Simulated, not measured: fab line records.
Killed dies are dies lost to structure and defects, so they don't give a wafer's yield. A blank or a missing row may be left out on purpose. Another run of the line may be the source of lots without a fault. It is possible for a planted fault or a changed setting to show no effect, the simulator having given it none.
Which tool did it? + flow gf180mcu + 12 lots with 36 wafers sampled at 5 steps, on a route of 602 steps

WHAT THE GAUGES READ, wafer by wafer
GF_LVPWELL_OVL_MEAS_07.
| lot  | measured    | on         | LVPWELL_OVL (nm) |
|------|-------------|------------|------------------|
| L547 | day 3 19:25 | overlay-02 | -0.1 -1.2 -1.2   |
| L548 | day 4 02:14 | overlay-02 | 0.7 1.0 1.9      |
| L550 | day 4 17:52 | overlay-02 | -2.7 -3.1 -2.5   |
| L552 | day 5 01:07 | overlay-01 | 3.1 2.6 2.5      |
| L554 | day 5 13:34 | overlay-02 | 0.8 0.3 -0.8     |
| L557 | day 6 05:49 | overlay-01 | 2.0 1.2 2.6      |
| L561 | day 7 03:16 | overlay-02 | -2.1 -3.0 -1.6   |
| L565 | day 8 03:56 | overlay-01 | 0.9 1.9 0.1      |
| L567 | day 8 13:46 | overlay-01 | 0.8 1.8 0.7      |
| L568 | day 8 20:17 | overlay-01 | 1.2 1.2 1.2      |
| L569 | day 9 01:37 | overlay-01 | -0.2 0.3 -0.3    |
| L570 | day 9 07:57 | overlay-01 | 1.8 0.6 1.0      |

GF_LVPWELL_TW_MEAS_11.
| lot  | measured    | on           | LVPWELL_TW  |
|------|-------------|--------------|-------------|
| L547 | day 3 19:51 | filmMetro-04 | 567 563 569 |
| L548 | day 4 02:40 | filmMetro-03 | 572 574 576 |
| L550 | day 4 18:19 | filmMetro-02 | 567 571 566 |
| L552 | day 5 01:34 | filmMetro-03 | 573 575 571 |
| L554 | day 5 14:01 | filmMetro-03 | 571 572 571 |
| L557 | day 6 06:16 | filmMetro-03 | 572 569 572 |
| L561 | day 7 03:43 | filmMetro-02 | 568 571 568 |
| L565 | day 8 04:23 | filmMetro-04 | 565 566 565 |
| L567 | day 8 14:13 | filmMetro-04 | 568 565 566 |
| L568 | day 8 20:52 | filmMetro-03 | 569 568 566 |
| L569 | day 9 02:04 | filmMetro-04 | 568 567 564 |
| L570 | day 9 08:23 | filmMetro-02 | 570 571 570 |

EACH LOT AND THE TOOL THAT RAN IT (in order: tool; ch and the chambers of the sampled wafers; start)
| lot  | GF_DNWELL_COAT_02               | GF_DNWELL_STRIP_08                 | GF_NWELL_STRIP_10                  |
|------|---------------------------------|------------------------------------|------------------------------------|
| L547 | lithoTrack-04 ch 0, day 2 10:51 | plasmaAsher-01 ch 1, day 2 17:37   | plasmaAsher-04 ch 0,1, day 3 06:28 |
| L548 | lithoTrack-04 ch 0, day 2 16:48 | plasmaAsher-04 ch 0,1, day 2 23:24 | plasmaAsher-01 ch 0,1, day 3 12:46 |
| L550 | lithoTrack-03 ch 0, day 3 06:01 | plasmaAsher-01 ch 0,1, day 3 13:19 | plasmaAsher-01 ch 0,1, day 4 03:41 |
| L552 | lithoTrack-01 ch 0, day 3 14:57 | plasmaAsher-03 ch 0,1, day 3 21:22 | plasmaAsher-01 ch 0,1, day 4 11:25 |
| L554 | lithoTrack-03 ch 0, day 4 01:58 | plasmaAsher-03 ch 1, day 4 09:00   | plasmaAsher-02 ch 0,1, day 4 23:47 |
| L557 | lithoTrack-03 ch 0, day 4 17:10 | plasmaAsher-04 ch 0,1, day 5 00:26 | plasmaAsher-02 ch 0,1, day 5 15:04 |
| L561 | lithoTrack-04 ch 0, day 5 13:52 | plasmaAsher-01 ch 0,1, day 5 22:12 | plasmaAsher-04 ch 0,1, day 6 12:20 |
| L565 | lithoTrack-03 ch 0, day 6 12:21 | plasmaAsher-03 ch 0,1, day 6 20:38 | plasmaAsher-01 ch 0,1, day 7 12:26 |
| L567 | lithoTrack-01 ch 0, day 6 20:46 | plasmaAsher-04 ch 0,1, day 7 04:27 | plasmaAsher-02 ch 0,1, day 7 20:53 |
| L568 | lithoTrack-03 ch 0, day 7 02:57 | plasmaAsher-03 ch 0,1, day 7 11:18 | plasmaAsher-01 ch 0,1, day 8 03:41 |
| L569 | lithoTrack-01 ch 0, day 7 07:27 | plasmaAsher-04 ch 0,1, day 7 15:57 | plasmaAsher-04 ch 0,1, day 8 08:40 |
| L570 | lithoTrack-01 ch 0, day 7 14:03 | plasmaAsher-04 ch 0,1, day 7 21:55 | plasmaAsher-04 ch 0,1, day 8 15:01 |
- GF_DNWELL_COAT_02: resist thk 3000 nm.
- GF_DNWELL_STRIP_08: strips in O2/N2.
- GF_NWELL_STRIP_10: strips in O2/N2.

AS READ BY THE TOOLS THEMSELVES (means over the sampled wafers that have a number; for cases with no such wafer, the mark the record gives instead)
GF_DNWELL_COAT_02.
| lot  | tool          | dispensePressureKPa (kPa) |
|------|---------------|---------------------------|
| L547 | lithoTrack-04 | 50                        |
| L548 | lithoTrack-04 | 50                        |
| L550 | lithoTrack-03 | 58                        |
| L552 | lithoTrack-01 | 50                        |
| L554 | lithoTrack-03 | 58                        |
| L557 | lithoTrack-03 | 58                        |
| L561 | lithoTrack-04 | 50                        |
| L565 | lithoTrack-03 | 58                        |
| L567 | lithoTrack-01 | 50                        |
| L568 | lithoTrack-03 | 58                        |
| L569 | lithoTrack-01 | 50                        |
| L570 | lithoTrack-01 | 50                        |

GF_DNWELL_STRIP_08.
| lot  | tool           | chamberPressureMTorr (mTorr) | drypumpMotorCurrentA (A) | heaterPowerW (W) | oesProductAu (a.u.) | platenTempC (C) | stripTimeToEndpointS (s) |
|------|----------------|------------------------------|--------------------------|------------------|---------------------|-----------------|--------------------------|
| L547 | plasmaAsher-01 | 1500.6                       | 5.3                      | 318              | 0.721               | 249.92          | 36.86                    |
| L548 | plasmaAsher-04 | 1500.4                       | 6.1                      | 340              | 0.722               | 249.77          | 36.88                    |
| L550 | plasmaAsher-01 | 1500.4                       | 5.3                      | 318              | 0.720               | 250.09          | 37.00                    |
| L552 | plasmaAsher-03 | 1501.3                       | 5.9                      | 302              | 0.721               | 250.06          | 37.00                    |
| L554 | plasmaAsher-03 | 1499.7                       | 5.9                      | 262              | 0.721               | 249.83          | 36.97                    |
| L557 | plasmaAsher-04 | 1499.2                       | 5.6                      | 326              | 0.720               | 250.07          | 36.87                    |
| L561 | plasmaAsher-01 | 1500.1                       | 5.2                      | 323              | 0.724               | 250.04          | 36.94                    |
| L565 | plasmaAsher-03 | 1501.5                       | 5.9                      | 298              | 0.722               | 250.12          | 38.24                    |
| L567 | plasmaAsher-04 | 1499.5                       | 5.6                      | 325              | 0.721               | 250.16          | 36.94                    |
| L568 | plasmaAsher-03 | 1499.5                       | 5.9                      | 296              | 0.723               | 250.15          | 38.24                    |
| L569 | plasmaAsher-04 | 1499.9                       | 5.6                      | 322              | 0.724               | 249.93          | 37.09                    |
| L570 | plasmaAsher-04 | 1499.7                       | 6.1                      | 338              | 0.721               | 249.95          | 37.03                    |

GF_NWELL_STRIP_10.
| lot  | tool           | chamberPressureMTorr (mTorr) | drypumpMotorCurrentA (A) | heaterPowerW (W) | oesProductAu (a.u.) | platenTempC (C) | stripTimeToEndpointS (s) |
|------|----------------|------------------------------|--------------------------|------------------|---------------------|-----------------|--------------------------|
| L547 | plasmaAsher-04 | 1499.3                       | 5.6                      | 319              | 0.725               | 249.96          | 36.82                    |
| L548 | plasmaAsher-01 | 1500.1                       | 5.2                      | 324              | 0.723               | 250.05          | 36.94                    |
| L550 | plasmaAsher-01 | 1500.8                       | 5.2                      | 322              | 0.720               | 249.97          | 36.92                    |
| L552 | plasmaAsher-01 | 1501.8                       | 5.2                      | 319              | 0.726               | 249.80          | 36.92                    |
| L554 | plasmaAsher-02 | 1500.5                       | 6.1                      | 353              | 0.723               | 249.81          | 36.81                    |
| L557 | plasmaAsher-02 | 1500.1                       | 6.1                      | 363              | 0.722               | 249.94          | 36.89                    |
| L561 | plasmaAsher-04 | 1499.7                       | 6.1                      | 341              | 0.724               | 249.94          | 37.06                    |
| L565 | plasmaAsher-01 | 1500.4                       | 5.3                      | 326              | 0.723               | 249.78          | 37.05                    |
| L567 | plasmaAsher-02 | 1498.5                       | 6.1                      | 350              | 0.720               | 250.09          | 36.96                    |
| L568 | plasmaAsher-01 | 1500.7                       | 5.3                      | 315              | 0.721               | 249.98          | 36.95                    |
| L569 | plasmaAsher-04 | 1499.1                       | 5.6                      | 325              | 0.723               | 250.03          | 36.83                    |
| L570 | plasmaAsher-04 | 1500.6                       | 6.1                      | 338              | 0.722               | 250.23          | 37.02                    |

THE ANSWER, worked out from the rows above alone
Rule: the lots themselves supply what counts as usual. Put in order of their means at a reading, lots are off if they are a third of the lots or fewer, leave a main group of 4 or more, and stand apart from it by a gap of 3 or more times the standard deviation of the main group's means; of several such gaps the widest counts. A main group is skipped when, at the precision printed for the reading in the tables above, its means are all equal. A lot without any number at a reading at which 4 lots or more have one is off too. Where the step has rows for the other lots, those lots are counted as sound. First the gauges in route order, then the tools' own readings, where a lot's mean is used as printed above. At the first step where some lot is off, the reading lying furthest off is the one used; lots without a number count as furthest.
Off, at GF_DNWELL_STRIP_08 on stripTimeToEndpointS: L565, L568. The main group has a mean of 36.96 s with a standard deviation of 0.071.
If a tool, at that step or one of the process steps before it, ran each lot that is off and ran no sound lot following the first of them, it fits. Undecided on this evidence; 2 tools fit (lithoTrack-03 at GF_DNWELL_COAT_02, plasmaAsher-03 at GF_DNWELL_STRIP_08).

WHAT THE SIMULATOR HAD PUT IN
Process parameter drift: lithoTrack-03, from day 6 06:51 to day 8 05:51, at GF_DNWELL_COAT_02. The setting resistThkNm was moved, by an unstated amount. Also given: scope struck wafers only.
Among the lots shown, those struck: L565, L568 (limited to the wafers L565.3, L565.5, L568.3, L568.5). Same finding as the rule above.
